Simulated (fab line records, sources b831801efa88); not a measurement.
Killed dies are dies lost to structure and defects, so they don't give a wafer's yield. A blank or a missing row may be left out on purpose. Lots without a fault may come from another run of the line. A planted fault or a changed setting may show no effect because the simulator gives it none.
A struck lot beside a sound one | flow sky130 | 23 steps out of a route of 708
Sound: wafers L704.1, L704.3, L704.4. Struck: wafers L714.1, L714.2, L714.5. The cause comes at the end.
At each step with rows: each side's tool, then ch and its chambers, then its first start. Under that, the readings that differ: sound wafers | struck wafers | difference of the means | sigmas: that difference in standard deviations of wafers without a fault.
alike: readings whose means differ by less than 2 such deviations, and words and numbers that are the same on both sides. not compared: withheld readings, readings that some wafer has no value for, bounds like >300 that may hide the same value, and numbers for which the record gives no deviation and whose values overlap.
The two part at a step that has a row with sigmas, a row that says differs or no value, or rows on one side only. Numbers that don't overlap but have no deviation are shown without sigmas and don't part them. A reading that every wafer of one side lacks parts them only if that side has two wafers or more.

first, 3 steps without rows for these wafers: SKY_CAPM_EXPOSE_09 (exposes mask CAPM, target cd 1000 nm); SKY_CAPM_PEB_10; SKY_CAPM_DEVELOP_11 (develop time 60 s).
SKY_CAPM_OVL_MEAS_12:
  sound on overlay-02, day 38 04:23; struck on overlay-01, day 41 12:05
  alike: CAPM_OVL
SKY_CAPM_METAL_ETCH_13: etches TiN in Cl2/BCl3, stops on SiO2, target depth 220 nm, time 62.9 s.
  sound on rie_metal-04 ch 0,1, day 38 04:26; struck on rie_metal-03 ch 1, day 41 12:08
  reading               | sound             | struck            | difference | sigmas
  oes_product_au (a.u.) | 0.939 0.926 0.927 | 0.949 0.951 0.961 | +0.023     | +3
  alike: drypump_motor_current_A, he_backside_leak_sccm, throttle_valve_pct
  not compared: rf_hours_counter_h
SKY_CAPM_STRIP_14: strips in O2/N2.
  sound on plasma_asher-02 ch 0,1, day 38 04:31; struck on plasma_asher-04 ch 0,1, day 41 12:17
  alike: drypump_motor_current_A, n2_flow_sccm, oes_product_au, strip_time_to_endpoint_s
  not compared: rf_hours_counter_h
then, 6 steps without rows for these wafers: SKY_CAPM_STRIP_15 (strips in post etch residue remover, time 1200 s); SKY_CAPM_CLEAN_16 (cleans in IPA, time 180 s); SKY_CAPM_CLEAN_17 (cleans in O3/DIW); SKY_METAL3_DEHYDRATE_05 (time 60 s); SKY_METAL3_HMDS_06 (prime time 60 s); SKY_METAL3_COAT_07 (resist thk 60 nm).
SKY_METAL3_COAT_08: resist thk 1140 nm.
  sound on litho_track-02 ch 0, day 38 17:00; struck on litho_track-02 ch 0, day 42 00:00
  reading                                       | sound          | struck         | difference | sigmas
  model.KrF-thick_of_METAL3_COAT_08.thk_nm (nm) | 1143 1142 1144 | 1157 1160 1161 | +16        |
then, 4 steps without rows for these wafers: SKY_METAL3_SOFTBAKE_09 (time 90 s); SKY_METAL3_EXPOSE_10 (exposes mask MM3, target cd 300 nm); SKY_METAL3_PEB_11; SKY_METAL3_DEVELOP_12 (develop time 60 s).
SKY_METAL3_CD_MEAS_13: target cd 300 nm.
  sound on cd_sem-01, day 39 05:41; struck on cd_sem-01, day 42 12:17
  alike: cd_nm
SKY_METAL3_OVL_MEAS_14:
  sound on overlay-02, day 39 05:49; struck on overlay-02, day 42 12:25
  alike: METAL3_OVL
SKY_METAL3_DESCUM_15: chemistry O2, time 8 s.
  sound on rie_metal-03 ch 0, day 39 05:51; struck on rie_metal-03 ch 0,1, day 42 12:27
  reading               | sound             | struck            | difference | sigmas
  oes_product_au (a.u.) | 0.975 0.984 0.986 | 1.028 1.014 1.012 | +0.036     | +2
  alike: drypump_motor_current_A, he_backside_leak_sccm
  not compared: rf_hours_counter_h
SKY_METAL3_ETCH_16: etches BARC in N2/H2, stops on SiO2, time 88.2 s, target depth 60 nm.
  sound on rie_metal-03 ch 0, day 39 05:55; struck on rie_metal-03 ch 0,1, day 42 12:29
  reading                                       | sound          | struck         | difference | sigmas
  model.KrF-thick_of_METAL3_COAT_08.thk_nm (nm) | 1080 1080 1082 | 1091 1096 1096 | +14        |
  alike: drypump_motor_current_A, he_backside_leak_sccm, n2_flow_sccm, oes_product_au, throttle_valve_pct
  not compared: rf_hours_counter_h
SKY_METAL3_ETCH_17: etches SiO2 in C4F8/O2/Ar, stops on TiN, time 3.9 s, target depth 15 nm.
  sound on rie_diel-02 ch 1,2,3, day 39 06:07; struck on rie_diel-01 ch 1,3, day 42 12:35
  alike: oes_product_au
-- the record jumps here: 6 days lie between the struck wafers' starts before and after (it left off in module METAL3 and takes up again in module PAD_OPEN, whose first step shown is number 708 of the route) --
SKY_PAD_OPEN_PROBE_99:
  the record has rows for the struck wafers here (prober-02, day 48 23:41) and none for the sound ones

WHERE THEY PART
First at SKY_CAPM_METAL_ETCH_13; last, within this record, at SKY_PAD_OPEN_PROBE_99.

WHY: what the simulator had put in
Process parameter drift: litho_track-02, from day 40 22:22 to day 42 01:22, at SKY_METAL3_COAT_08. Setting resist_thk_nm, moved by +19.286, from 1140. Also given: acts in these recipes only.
